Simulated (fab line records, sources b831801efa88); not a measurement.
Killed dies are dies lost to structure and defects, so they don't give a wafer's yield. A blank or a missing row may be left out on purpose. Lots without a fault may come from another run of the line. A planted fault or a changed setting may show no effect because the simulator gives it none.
fab line records | flow sky130 | part 1 of 2: steps 1 to 28 of 40
record lots=5 wafers=15 last_day=50
route steps=708 shown SONOS_ONO@178 GATE_OXIDE@187 POLY_GATE@204 RES_PROTECT@206
lots that met no fault: from a run of the same line without faults
start_h: hours from the record's first day to the start of the lot's first wafer shown | wait_h: hours since the lot's step before | " the same as in the row above | L1.1+2: a row that stands for several wafers | - no value, or no start given | * or withheld: withheld | < > ~ a bound
route shown NAME@n: a module of which the file shows steps, and the number in the route of the first | usual: mean/standard deviation of fault-free wafers | same: alike in all rows | chamber/n: place in a boat | sites: the reading at each site | _std_site: their standard deviation | _edge_site: outer sites' mean less inner sites' | radius_mm: how far each site lies from the wafer's centre | mask NAME#n: copy n | behind: the tool/chamber that last shaped the wafer | hold: why the lot was held/for how many hours/how that ended | device: the transistor (n, p or np) that didn't switch | end of line: the same wafers' tests at the end of the route | a step without rows: its recipe alone | killed: dies lost to structure and defects at the first sort, not the wafer's yield | map: a wafer's dies, x killed, . not, _ none there
set.NAME: the setting as run; set.NAME@STEP: as run at that earlier step | model.NAME: the simulator's own value behind a step, which no gauge read
lots at some steps of the route; a table a step, a row a wafer
services: from which hour (start_h, from the record's first day; less than 0 if before it) a tool's chamber was out of use, for how many hours, and why
## steps
# step SKY_SONOS_ONO_EXPOSE_10
# recipe mask_id=ONOM target_cd_nm=410 na=0.6 source_shape=conventional sigma_outer=0.6 dose_mj=150
# columns lot.wafer tool chamber start_h wait_h mask
L078.1+2+4 iline_stepper-02 0 - - ONOM#0
L082.1+3+4 iline_stepper-01 0 - - ONOM#0
L088.1+2+5 iline_stepper-02 0 - - ONOM#0
L093.1+2+4 iline_stepper-01 0 - - ONOM#0
L096.2+3+5 iline_stepper-02 0 - - ONOM#0
# step SKY_SONOS_ONO_PEB_11
# recipe temp_c=withheld time_s=* resist=NOVOLAK
# columns lot.wafer tool chamber start_h wait_h
L078.1+2+4 litho_track-03 0 - -
L082.1+3+4 litho_track-02 0 - -
L088.1+2+5 litho_track-04 0 - -
L093.1+2+4 litho_track-04 0 - -
L096.2+3+5 litho_track-04 0 - -
# step SKY_SONOS_ONO_DEVELOP_12
# recipe develop_time_s=60 dev_temp_c=23
# columns lot.wafer tool chamber start_h wait_h
L078.1+2+4 litho_track-03 0 314.03 0.1
L082.1+3+4 litho_track-02 0 344.88 0.1
L088.1+2+5 litho_track-04 0 391.09 0.1
L093.1+2+4 litho_track-04 0 447.29 0.1
L096.2+3+5 litho_track-04 0 463.01 0.1
# step SKY_SONOS_ONO_CD_MEAS_13
# recipe target_cd_nm=410
# usual cd_nm=409.9/2.3
# columns lot.wafer tool chamber start_h wait_h cd_nm
L078.1 cd_sem-01 - 314.18 0.1 405.5
L078.2 " - " " 403.9
L078.4 " - " " 405.7
L082.1 cd_sem-01 - 345.03 0.1 415.2
L082.3 " - " " 411.7
L082.4 " - " " 415.1
L088.1 cd_sem-01 - 391.24 0.1 410.3
L088.2 " - " " 410.6
L088.5 " - " " 411.5
L093.1 cd_sem-01 - 447.44 0.1 411.5
L093.2 " - " " 409.4
L093.4 " - " " 410.0
L096.2 cd_sem-01 - 463.16 0.1 406.6
L096.3 " - " " 409.2
L096.5 " - " " 407.2
# step SKY_SONOS_ONO_OVL_MEAS_14
# usual SONOS_ONO_OVL=0.7/1.1
# columns lot.wafer tool chamber start_h wait_h SONOS_ONO_OVL[nm]
L078.1 overlay-02 - 314.30 0.1 3.2
L078.2 " - " " 1.5
L078.4 " - " " 0.9
L082.1 overlay-02 - 345.15 0.1 0.7
L082.3 " - " " 2.2
L082.4 " - " " 0.7
L088.1 overlay-01 - 391.36 0.1 0.9
L088.2 " - " " 1.2
L088.5 " - " " 0.5
L093.1 overlay-02 - 447.56 0.1 3.0
L093.2 " - " " 0.2
L093.4 " - " " 0.3
L096.2 overlay-01 - 463.27 0.1 1.4
L096.3 " - " " -0.4
L096.5 " - " " 1.0
# step SKY_SONOS_ONO_ETCH_15
# recipe target_depth_nm=19.52 chemistry=CHF3/O2 source_w=600 bias_w=200 pressure_mtorr=40 chf3_flow_sccm=50 O2_flow_sccm=5 time_s=8.167
# usual drypump_motor_current_A=5.7/0.56 oes_product_au=1.004/0.0082 throttle_valve_pct=8.825/0.009
# columns lot.wafer tool chamber start_h wait_h drypump_motor_current_A oes_product_au rf_hours_counter_h throttle_valve_pct
L078.1 rie_diel-04 1 314.34 0.0 6.2 1.009 84 8.834
L078.2 " 3 " " 5.9 1.005 1 8.823
L078.4 " 3 " " 5.9 1.006 - 8.834
L082.1 rie_diel-04 1 345.19 0.0 6.2 1.012 84 8.818
L082.3 " 3 " " 5.9 1.003 2 8.838
L082.4 " 2 " " 6.4 1.007 116 8.827
L088.1 rie_diel-01 1 391.40 0.0 5.6 0.994 5 8.820
L088.2 " 3 " " 5.1 1.009 65 8.809
L088.5 " 3 " " 5.1 1.010 - 8.840
L093.1 rie_diel-04 3 447.60 0.0 5.9 0.998 4 8.819
L093.2 " 1 " " 6.2 1.017 87 8.824
L093.4 " 2 " " 6.5 1.009 1 8.831
L096.2 rie_diel-04 2 463.30 0.0 6.5 0.995 1 8.811
L096.3 " 1 " " 6.2 0.995 87 8.821
L096.5 " 0 " " 5.7 1.017 - 8.817
# step SKY_SONOS_ONO_WET_ETCH_16
# recipe chemistry=dHF target_depth_nm=14 dry=n2_spin target=SiO2 dilution=100:1 temp_c=25 time_s=280
# usual bath_heat_duty_pct=6.5/0.75
# columns lot.wafer tool chamber start_h wait_h bath_heat_duty_pct
L078.1 wet_bench-04 1 314.36 0.0 6.8
L078.2 " 1 " " 8.1
L078.4 " 1 " " 7.1
L082.1 wet_bench-01 0 345.21 0.0 6.2
L082.3 " 0 " " 6.4
L082.4 " 0 " " 6.5
L088.1 wet_bench-03 2 391.42 0.0 6.4
L088.2 " 2 " " 5.0
L088.5 " 2 " " 5.7
L093.1 wet_bench-04 1 447.62 0.0 6.5
L093.2 " 1 " " 6.4
L093.4 " 1 " " 7.0
L096.2 wet_bench-03 2 463.32 0.0 5.1
L096.3 " 2 " " 6.7
L096.5 " 2 " " 5.7
# step SKY_SONOS_ONO_STRIP_17
# recipe chemistry=O2/N2 power_w=1400 pressure_mtorr=1500 platen_temp_c=withheld o2_flow_sccm=3000 n2_flow_sccm=300 overash_fraction=0.5
# usual drypump_motor_current_A=5.7/0.51 oes_product_au=0.710/0.0049 strip_time_to_endpoint_s=14.07/0.037
# columns lot.wafer tool chamber start_h wait_h drypump_motor_current_A oes_product_au rf_hours_counter_h strip_time_to_endpoint_s
L078.1 plasma_asher-02 0 314.45 0.0 5.0 0.708 19 14.08
L078.2 " 1 " " 6.1 0.703 19 14.09
L078.4 " 1 " " 6.1 0.707 - 14.04
L082.1 plasma_asher-02 1 345.30 0.0 6.1 0.714 22 14.07
L082.3 " 1 " " 6.1 0.704 - 14.06
L082.4 " 0 " " 5.0 0.708 - 14.06
L088.1 plasma_asher-02 1 391.50 0.0 6.1 0.712 27 14.07
L088.2 " 0 " " 5.0 0.713 27 14.11
L088.5 " 0 " " 5.0 0.708 - 14.08
L093.1 plasma_asher-01 0 447.71 0.0 6.4 0.711 2 14.13
L093.2 " 1 " " 5.7 0.708 2 14.10
L093.4 " 1 " " 5.7 0.719 - 14.12
L096.2 plasma_asher-01 1 463.40 0.0 5.6 0.706 3 14.03
L096.3 " 1 " " 5.7 0.709 - 14.07
L096.5 " 0 " " 6.3 0.703 - 14.03
# step SKY_SONOS_ONO_WET_ETCH_18
# recipe chemistry=H3PO4 target_depth_nm=15 target=Si3N4 temp_c=160 time_s=172
# usual bath_heat_duty_pct=27.6/2.6
# columns lot.wafer tool chamber start_h wait_h bath_heat_duty_pct
L078.1 wet_bench-01 0 314.55 0.1 25.3
L078.2 " 0 " " 24.8
L078.4 " 0 " " 25.9
L082.1 wet_bench-01 0 345.40 0.1 27.8
L082.3 " 0 " " 29.0
L082.4 " 0 " " 26.5
L088.1 wet_bench-04 1 391.60 0.1 31.1
L088.2 " 1 " " 31.6
L088.5 " 1 " " 32.4
L093.1 wet_bench-04 1 447.81 0.1 29.3
L093.2 " 1 " " 31.7
L093.4 " 1 " " 28.7
L096.2 wet_bench-03 2 463.50 0.1 25.3
L096.3 " 2 " " 26.5
L096.5 " 2 " " 24.5
# step SKY_GATE_OXIDE_CLEAN_00
# recipe chemistry=SC1/SC2 mix=1:4:20 temp_c=70 time_s=150 dry=n2_spin
# usual bath_heat_duty_pct=14.2/1.4
# columns lot.wafer tool chamber start_h wait_h bath_heat_duty_pct
L078.1 wet_bench-03 3 314.61 0.0 13.8
L078.2 " 3 " " 13.4
L078.4 " 3 " " 12.7
L082.1 wet_bench-01 0 345.46 0.0 13.2
L082.3 " 0 " " 14.4
L082.4 " 0 " " 15.0
L088.1 wet_bench-01 2 391.66 0.0 11.6
L088.2 " 2 " " 12.6
L088.5 " 2 " " 11.8
L093.1 wet_bench-04 3 447.87 0.0 14.5
L093.2 " 3 " " 15.4
L093.4 " 3 " " 15.4
L096.2 wet_bench-04 3 463.56 0.0 15.8
L096.3 " 3 " " 13.8
L096.5 " 3 " " 15.4
# step SKY_GATE_OXIDE_OXIDATION_01
# recipe temp_c=900 ambient=O2 stabilise_s=600 purge_s=300 target_thk_a=102.68 ox_time_s=1473
# usual spike_tc_upper_C=900.2/1.1
# columns lot.wafer tool chamber start_h wait_h spike_tc_upper_C
L078.1 furnace-02 0 315.46 0.8 897.5
L078.2 " 0 " " 898.7
L078.4 " 0 " " 901.1
L082.1 furnace-01 0 346.42 0.9 900.9
L082.3 " 0 " " 900.7
L082.4 " 0 " " 900.2
L088.1 furnace-01 0 391.88 0.2 901.1
L088.2 " 0 " " 900.0
L088.5 " 0 " " 900.6
L093.1 furnace-02 0 448.17 0.2 898.4
L093.2 " 0 " " 901.0
L093.4 " 0 " " 899.7
L096.2 furnace-01 0 463.76 0.1 899.8
L096.3 " 0 " " 900.4
L096.5 " 0 " " 898.9
# step SKY_GATE_OXIDE_THK_MEAS_02
# recipe reads=SiO2_of_GATE_OXIDE_OXIDATION_01
# usual GATE_OXIDE_OXIDATION_00_THK=10.27/0.21
# columns lot.wafer tool chamber start_h wait_h GATE_OXIDE_OXIDATION_00_THK[nm]
L078.1 film_metro-02 - 316.87 0.0 9.95
L078.2 " - " " 9.93
L078.4 " - " " 9.93
L082.1 film_metro-01 - 347.83 0.0 10.77
L082.3 " - " " 10.50
L082.4 " - " " 10.59
L088.1 film_metro-02 - 393.29 0.0 10.16
L088.2 " - " " 10.21
L088.5 " - " " 10.19
L093.1 film_metro-02 - 449.58 0.0 10.22
L093.2 " - " " 10.17
L093.4 " - " " 10.28
L096.2 film_metro-04 - 465.18 0.0 10.27
L096.3 " - " " 10.31
L096.5 " - " " 10.36
# step SKY_GATE_OXIDE_DEHYDRATE_03
# recipe temp_c=200 time_s=60
# columns lot.wafer tool chamber start_h wait_h
L078.1+2+4 litho_track-03 0 329.18 12.3
L082.1+3+4 litho_track-04 0 361.24 13.4
L088.1+2+5 litho_track-03 0 407.88 14.6
L093.1+2+4 litho_track-01 0 464.68 15.1
L096.2+3+5 litho_track-03 0 479.80 14.6
# step SKY_GATE_OXIDE_HMDS_04
# recipe prime_time_s=60 prime_temp_c=120
# usual prime_temp_c=120.02/0.13
# columns lot.wafer tool chamber start_h wait_h prime_temp_c
L078.1 litho_track-03 0 329.33 0.1 119.88
L078.2 " 0 " " 119.82
L078.4 " 0 " " 119.91
L082.1 litho_track-04 0 361.39 0.1 120.15
L082.3 " 0 " " 120.20
L082.4 " 0 " " 120.15
L088.1 litho_track-03 0 408.03 0.1 120.15
L088.2 " 0 " " 119.99
L088.5 " 0 " " 119.96
L093.1 litho_track-01 0 464.83 0.1 120.03
L093.2 " 0 " " 120.12
L093.4 " 0 " " 119.99
L096.2 litho_track-03 0 479.95 0.1 120.12
L096.3 " 0 " " 120.00
L096.5 " 0 " " 119.83
# step SKY_GATE_OXIDE_COAT_05
# recipe resist=NOVOLAK spin_rpm=3000 resist_thk_nm=1140
# columns lot.wafer tool chamber start_h wait_h
L078.1+2+4 litho_track-03 0 329.48 0.1
L082.1+3+4 litho_track-04 0 361.54 0.1
L088.1+2+5 litho_track-03 0 408.18 0.1
L093.1+2+4 litho_track-01 0 464.98 0.1
L096.2+3+5 litho_track-03 0 480.10 0.1
# step SKY_GATE_OXIDE_SOFTBAKE_06
# recipe temp_c=90 time_s=60 resist=NOVOLAK
# columns lot.wafer tool chamber start_h wait_h
L078.1+2+4 litho_track-03 0 329.63 0.1
L082.1+3+4 litho_track-04 0 361.69 0.1
L088.1+2+5 litho_track-03 0 408.33 0.1
L093.1+2+4 litho_track-01 0 465.13 0.1
L096.2+3+5 litho_track-03 0 480.25 0.1
# step SKY_GATE_OXIDE_EXPOSE_07
# recipe mask_id=LVOM na=0.6 source_shape=conventional sigma_outer=0.6 polarization=unpolarized target_cd_nm=600 dose_mj=170
# columns lot.wafer tool chamber start_h wait_h mask
L078.1+2+4 iline_stepper-01 0 - - LVOM#0
L082.1+3+4 iline_stepper-01 0 - - LVOM#0
L088.1+2+5 iline_stepper-02 0 - - LVOM#0
L093.1+2+4 iline_stepper-01 0 - - LVOM#0
L096.2+3+5 iline_stepper-02 0 - - LVOM#0
# step SKY_GATE_OXIDE_PEB_08
# recipe temp_c=withheld time_s=* resist=NOVOLAK
# columns lot.wafer tool chamber start_h wait_h
L078.1+2+4 litho_track-01 0 - -
L082.1+3+4 litho_track-01 0 - -
L088.1+2+5 litho_track-04 0 - -
L093.1+2+4 litho_track-04 0 - -
L096.2+3+5 litho_track-04 0 - -
# step SKY_GATE_OXIDE_DEVELOP_09
# recipe resist=NOVOLAK developer=TMAH develop_time_s=60 dev_temp_c=23
# columns lot.wafer tool chamber start_h wait_h
L078.1+2+4 litho_track-01 0 343.48 0.1
L082.1+3+4 litho_track-01 0 375.78 0.1
L088.1+2+5 litho_track-04 0 422.99 0.1
L093.1+2+4 litho_track-04 0 480.49 0.1
L096.2+3+5 litho_track-04 0 495.51 0.1
# step SKY_GATE_OXIDE_OVL_MEAS_10
# usual GATE_OXIDE_OVL=-0.2/1.4
# columns lot.wafer tool chamber start_h wait_h GATE_OXIDE_OVL[nm]
L078.1 overlay-02 - 343.63 0.1 1.8
L078.2 " - " " -0.6
L078.4 " - " " 2.5
L082.1 overlay-02 - 375.93 0.1 -0.3
L082.3 " - " " 1.2
L082.4 " - " " 0.7
L088.1 overlay-01 - 423.14 0.1 0.1
L088.2 " - " " -0.5
L088.5 " - " " -0.1
L093.1 overlay-02 - 480.64 0.1 0.2
L093.2 " - " " -0.2
L093.4 " - " " -0.4
L096.2 overlay-01 - 495.65 0.1 -0.5
L096.3 " - " " -2.6
L096.5 " - " " 0.0
# step SKY_GATE_OXIDE_IMPLANT_11
# recipe species=B energy_kev=10 dose_cm2=2.6e+12 tilt_deg=withheld
# usual beam_on_s=9.98/0.21
# columns lot.wafer tool chamber start_h wait_h beam_on_s
L078.1 implanter-01 0 343.67 0.0 9.72
L078.2 " 0 " " 10.07
L078.4 " 0 " " 9.72
L082.1 implanter-03 0 375.97 0.0 10.20
L082.3 " 0 " " 10.23
L082.4 " 0 " " 10.16
L088.1 implanter-03 0 423.18 0.0 10.07
L088.2 " 0 " " 10.13
L088.5 " 0 " " 9.74
L093.1 implanter-01 0 480.68 0.0 9.93
L093.2 " 0 " " 9.97
L093.4 " 0 " " 9.77
L096.2 implanter-04 0 495.70 0.0 10.23
L096.3 " 0 " " 9.95
L096.5 " 0 " " 9.89
# step SKY_GATE_OXIDE_WET_ETCH_12
# recipe chemistry=dHF target_depth_nm=16.8 dry=n2_spin target=SiO2 dilution=100:1 temp_c=25 time_s=336
# usual bath_heat_duty_pct=6.7/0.87
# columns lot.wafer tool chamber start_h wait_h bath_heat_duty_pct
L078.1 wet_bench-03 3 343.82 0.1 5.3
L078.2 " 3 " " 5.3
L078.4 " 3 " " 5.9
L082.1 wet_bench-04 1 376.12 0.1 6.6
L082.3 " 1 " " 7.6
L082.4 " 1 " " 7.0
L088.1 wet_bench-04 0 423.33 0.1 6.3
L088.2 " 0 " " 6.1
L088.5 " 0 " " 6.9
L093.1 wet_bench-01 1 480.83 0.1 8.7
L093.2 " 1 " " 7.3
L093.4 " 1 " " 7.4
L096.2 wet_bench-04 3 495.83 0.1 7.0
L096.3 " 3 " " 7.6
L096.5 " 3 " " 7.9
# step SKY_GATE_OXIDE_STRIP_13
# recipe chemistry=O2/N2 power_w=1400 pressure_mtorr=1500 platen_temp_c=withheld o2_flow_sccm=3000 n2_flow_sccm=300 overash_fraction=0.5
# usual drypump_motor_current_A=5.4/0.44 oes_product_au=0.716/0.0048 strip_time_to_endpoint_s=14.15/0.037
# columns lot.wafer tool chamber start_h wait_h drypump_motor_current_A oes_product_au rf_hours_counter_h strip_time_to_endpoint_s
L078.1 plasma_asher-02 0 343.92 0.0 5.0 0.724 22 14.15
L078.2 " 1 " " 6.1 0.718 22 14.17
L078.4 " 1 " " 6.1 0.718 - 14.12
L082.1 plasma_asher-02 0 376.23 0.0 5.0 0.711 25 14.18
L082.3 " 1 " " 6.1 0.722 - 14.17
L082.4 " 0 " " 5.0 0.716 - 14.16
L088.1 plasma_asher-03 1 423.43 0.0 6.1 0.714 71 14.13
L088.2 " 0 " " 5.2 0.723 71 14.10
L088.5 " 0 " " 5.2 0.715 - 14.08
L093.1 plasma_asher-02 0 480.93 0.0 5.0 0.722 36 14.16
L093.2 " 1 " " 6.1 0.708 36 14.15
L093.4 " 0 " " 5.0 0.710 - 14.18
L096.2 plasma_asher-03 0 495.93 0.0 5.2 0.714 78 14.14
L096.3 " 0 " " 5.2 0.714 - 14.14
L096.5 " 1 " " 6.0 0.728 - 14.10
# step SKY_GATE_OXIDE_TW_MEAS_14
# usual GATE_OXIDE_TW=227.7/1.4
# columns lot.wafer tool chamber start_h wait_h GATE_OXIDE_TW
L078.1 film_metro-01 - 344.02 0.1 227.4
L078.2 " - " " 227.6
L078.4 " - " " 227.6
L082.1 film_metro-01 - 376.33 0.1 228.7
L082.3 " - " " 228.9
L082.4 " - " " 228.3
L088.1 film_metro-01 - 423.53 0.1 228.0
L088.2 " - " " 227.1
L088.5 " - " " 228.0
L093.1 film_metro-01 - 481.03 0.1 229.9
L093.2 " - " " 230.9
L093.4 " - " " 229.9
L096.2 film_metro-02 - 496.04 0.1 224.3
L096.3 " - " " 223.4
L096.5 " - " " 223.4
# step SKY_GATE_OXIDE_CLEAN_15
# recipe chemistry=SC1/SC2 mix=1:4:20 temp_c=70 time_s=150 dry=n2_spin
# usual bath_heat_duty_pct=14.3/1.6
# columns lot.wafer tool chamber start_h wait_h bath_heat_duty_pct
L078.1 wet_bench-04 1 344.08 0.1 14.9
L078.2 " 1 " " 16.0
L078.4 " 1 " " 16.5
L082.1 wet_bench-01 2 376.39 0.1 12.3
L082.3 " 2 " " 10.9
L082.4 " 2 " " 11.9
L088.1 wet_bench-01 2 423.59 0.1 11.0
L088.2 " 2 " " 12.6
L088.5 " 2 " " 12.8
L093.1 wet_bench-04 3 481.09 0.1 15.4
L093.2 " 3 " " 15.2
L093.4 " 3 " " 14.6
L096.2 wet_bench-01 1 496.09 0.0 17.2
L096.3 " 1 " " 15.9
L096.5 " 1 " " 15.0
# step SKY_GATE_OXIDE_OXIDATION_16
# recipe temp_c=804.4 ambient=O2 idle_temp_c=700 ramp_up_c_per_min=10 ramp_down_c_per_min=3 stabilise_s=600 purge_s=300 target_thk_a=35.7 ox_time_s=1915
# usual spike_tc_upper_C=804.6/1.1
# columns lot.wafer tool chamber start_h wait_h spike_tc_upper_C
L078.1 furnace-02 0 344.14 0.0 803.6
L078.2 " 0 " " 804.3
L078.4 " 0 " " 803.3
L082.1 furnace-02 0 379.42 3.0 804.8
L082.3 " 0 " " 802.4
L082.4 " 0 " " 802.5
L088.1 furnace-01 0 424.60 1.0 806.8
L088.2 " 0 " " 805.8
L088.5 " 0 " " 804.3
L093.1 furnace-01 0 481.14 0.0 806.5
L093.2 " 0 " " 804.0
L093.4 " 0 " " 804.7
L096.2 furnace-01 0 496.14 0.0 804.6
L096.3 " 0 " " 806.5
L096.5 " 0 " " 805.1
# step SKY_POLY_GATE_CVD_00
# recipe material=poly-Si target_thk_nm=180 temp_c=620 time_s=720 pressure_mtorr=200
# usual spike_tc_upper_C=619.6/1.1
# columns lot.wafer tool chamber start_h wait_h spike_tc_upper_C
L078.1 lpcvd-01 1 345.67 0.0 618.7
L078.2 " 1 " " 618.5
L078.4 " 1 " " 619.0
L082.1 lpcvd-01 1 380.95 0.0 620.3
L082.3 " 1 " " 618.5
L082.4 " 1 " " 619.3
L088.1 lpcvd-01 0 426.13 0.0 620.5
L088.2 " 0 " " 619.7
L088.5 " 0 " " 620.4
L093.1 lpcvd-01 1 482.67 0.0 620.2
L093.2 " 1 " " 618.6
L093.4 " 1 " " 618.6
L096.2 lpcvd-01 0 497.67 0.0 618.1
L096.3 " 0 " " 622.4
L096.5 " 0 " " 621.4
# step SKY_POLY_GATE_THK_MEAS_01
# recipe reads=poly-Si_of_POLY_GATE_CVD_00
# usual POLY_GATE_CVD_00_THK=178.6/1.5
# columns lot.wafer tool chamber start_h wait_h POLY_GATE_CVD_00_THK[nm]
L078.1 film_metro-04 - 347.47 0.0 176.9
L078.2 " - " " 177.0
L078.4 " - " " 176.9
L082.1 film_metro-01 - 382.15 0.0 179.5
L082.3 " - " " 181.1
L082.4 " - " " 180.8
L088.1 film_metro-01 - 427.93 0.0 178.3
L088.2 " - " " 177.5
L088.5 " - " " 177.9
L093.1 film_metro-04 - 483.87 0.0 179.1
L093.2 " - " " 178.4
L093.4 " - " " 179.6
L096.2 film_metro-01 - 499.48 0.0 179.8
L096.3 " - " " 180.9
L096.5 " - " " 179.3
